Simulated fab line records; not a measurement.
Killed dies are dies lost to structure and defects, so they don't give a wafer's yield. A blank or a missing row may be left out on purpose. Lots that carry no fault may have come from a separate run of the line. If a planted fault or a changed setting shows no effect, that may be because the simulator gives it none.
Which tool is to blame? :: flow sky130 :: Sampling: 6 lots, 18 wafers, 2 of 708 route steps

WHAT THE GAUGES READ, wafer by wafer
SKY_SONOS_ONO_THK_MEAS_03.
lot: L417
measured: day 12 04:56
on: filmMetro-02
SONOS_ONO_CVD_02_THK (nm): 10.62 10.51 10.62

lot: L419
measured: day 12 23:43
on: filmMetro-03
SONOS_ONO_CVD_02_THK (nm): 10.55 10.47 10.43

lot: L421
measured: day 13 11:19
on: filmMetro-02
SONOS_ONO_CVD_02_THK (nm): 10.66 10.69 10.75

lot: L426
measured: day 15 05:46
on: filmMetro-03
SONOS_ONO_CVD_02_THK (nm): 10.45 10.49 10.36

lot: L435
measured: day 18 12:47
on: filmMetro-01
SONOS_ONO_CVD_02_THK (nm): 10.65 10.46 10.43

lot: L437
measured: day 18 22:22
on: filmMetro-02
SONOS_ONO_CVD_02_THK (nm): 10.34 10.38 10.35

EACH LOT AND THE TOOL THAT RAN IT (in order: tool; ch and the chambers of the sampled wafers; start)
lot: L417
SKY_VT_ADJUST_HVTR_STRIP_10: plasmaAsher-01 ch 0,1, day 10 00:02

lot: L419
SKY_VT_ADJUST_HVTR_STRIP_10: plasmaAsher-01 ch 0,1, day 10 19:41

lot: L421
SKY_VT_ADJUST_HVTR_STRIP_10: plasmaAsher-01 ch 0,1, day 11 04:46

lot: L426
SKY_VT_ADJUST_HVTR_STRIP_10: plasmaAsher-04 ch 0,1, day 12 21:41

lot: L435
SKY_VT_ADJUST_HVTR_STRIP_10: plasmaAsher-03 ch 0,1, day 15 17:44

lot: L437
SKY_VT_ADJUST_HVTR_STRIP_10: plasmaAsher-04 ch 1, day 16 07:38
- SKY_VT_ADJUST_HVTR_STRIP_10: strips in O2/N2.

THE ANSWER, worked out from the rows above alone
Rule: what is usual is taken from the lots themselves. Put in order of their means at a reading, lots are off if they are a third of the lots or fewer, leave a main group of 4 or more, and stand apart from it by a gap of 3 or more times the standard deviation of the main group's means; of several such gaps the widest counts. A main group whose means are all the same, to the digits that the tables above print for the reading, isn't used. Also off: a lot with no number at a reading for which 4 or more lots have one. The other lots that the step has rows for count as sound.
Across all readings shown, no lot is off: no conclusion can be drawn from this.

WHAT WAS PUT IN BY THE SIMULATOR
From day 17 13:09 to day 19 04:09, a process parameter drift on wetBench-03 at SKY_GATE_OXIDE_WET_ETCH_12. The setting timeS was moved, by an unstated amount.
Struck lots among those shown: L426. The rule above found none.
